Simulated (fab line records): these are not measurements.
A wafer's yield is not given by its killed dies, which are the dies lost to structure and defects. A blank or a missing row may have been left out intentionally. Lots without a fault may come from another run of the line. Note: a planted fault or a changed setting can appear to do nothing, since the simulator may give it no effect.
Which tool is to blame? ; flow sky130 ; 6 lots with 18 wafers sampled at 2 steps, on a route of 708 steps

WHAT EACH GAUGE READ, for each wafer
SKY_LOCAL_INTERCONNECT_RS_MEAS_01: measurement is done with a four-point probe.
lot;measured;on;LOCAL_INTERCONNECT_TIN_RS (ohm/sq)
L242;day 29 18:40;film metro-02;14.01 13.95 13.97
L243;day 30 05:09;film metro-02;14.35 14.26 14.31
L246;day 31 05:44;film metro-02;14.14 14.15 14.06
L249;day 32 02:30;film metro-02;14.15 14.08 14.06
L256;day 34 12:54;film metro-02;14.65 14.56 14.72
L259;day 35 14:40;film metro-04;14.22 14.07 14.13

TOOL THAT RAN EACH LOT (tool first, then ch and the chambers of the sampled wafers, then the start)
lot;SKY_LOCAL_INTERCONNECT_SPUTTER_00
L242;pvd sputter-02, day 29 18:37
L243;pvd sputter-01, day 30 05:05
L246;pvd sputter-04, day 31 05:40
L249;pvd sputter-01, day 32 02:26
L256;pvd sputter-01, day 34 12:48
L259;pvd sputter-04, day 35 14:34
- SKY_LOCAL_INTERCONNECT_SPUTTER_00: material TiN, target thk 100 nm, time 83.3 s.

THE ANSWER, worked out from the rows above alone
Rule: usual is defined by the lots themselves. Put in order of their means at a reading, lots are off if they are a third of the lots or fewer, leave a main group of 4 or more, and stand apart from it by a gap of 3 or more times the standard deviation of the main group's means; of several such gaps the widest counts. Not used: any main group whose means are identical at the precision the tables above print for the reading. A lot without any number at a reading at which 4 lots or more have one is off too. All remaining lots with rows at the step are treated as sound.
Off: L256, seen at SKY_LOCAL_INTERCONNECT_RS_MEAS_01 (LOCAL_INTERCONNECT_TIN_RS). Mean 14.13 ohm/sq and standard deviation 0.11 in the main group.
A tool fits if, at a process step before that reading, it ran every lot that is off, and no sound lot after the first of them. Those tools and the gauges at SKY_LOCAL_INTERCONNECT_RS_MEAS_01 are tried in the same way. This does not decide it: 2 tools fit, namely pvd sputter-01 at SKY_LOCAL_INTERCONNECT_SPUTTER_00 and film metro-02 at SKY_LOCAL_INTERCONNECT_RS_MEAS_01.

WHAT HAD BEEN PUT IN BY THE SIMULATOR
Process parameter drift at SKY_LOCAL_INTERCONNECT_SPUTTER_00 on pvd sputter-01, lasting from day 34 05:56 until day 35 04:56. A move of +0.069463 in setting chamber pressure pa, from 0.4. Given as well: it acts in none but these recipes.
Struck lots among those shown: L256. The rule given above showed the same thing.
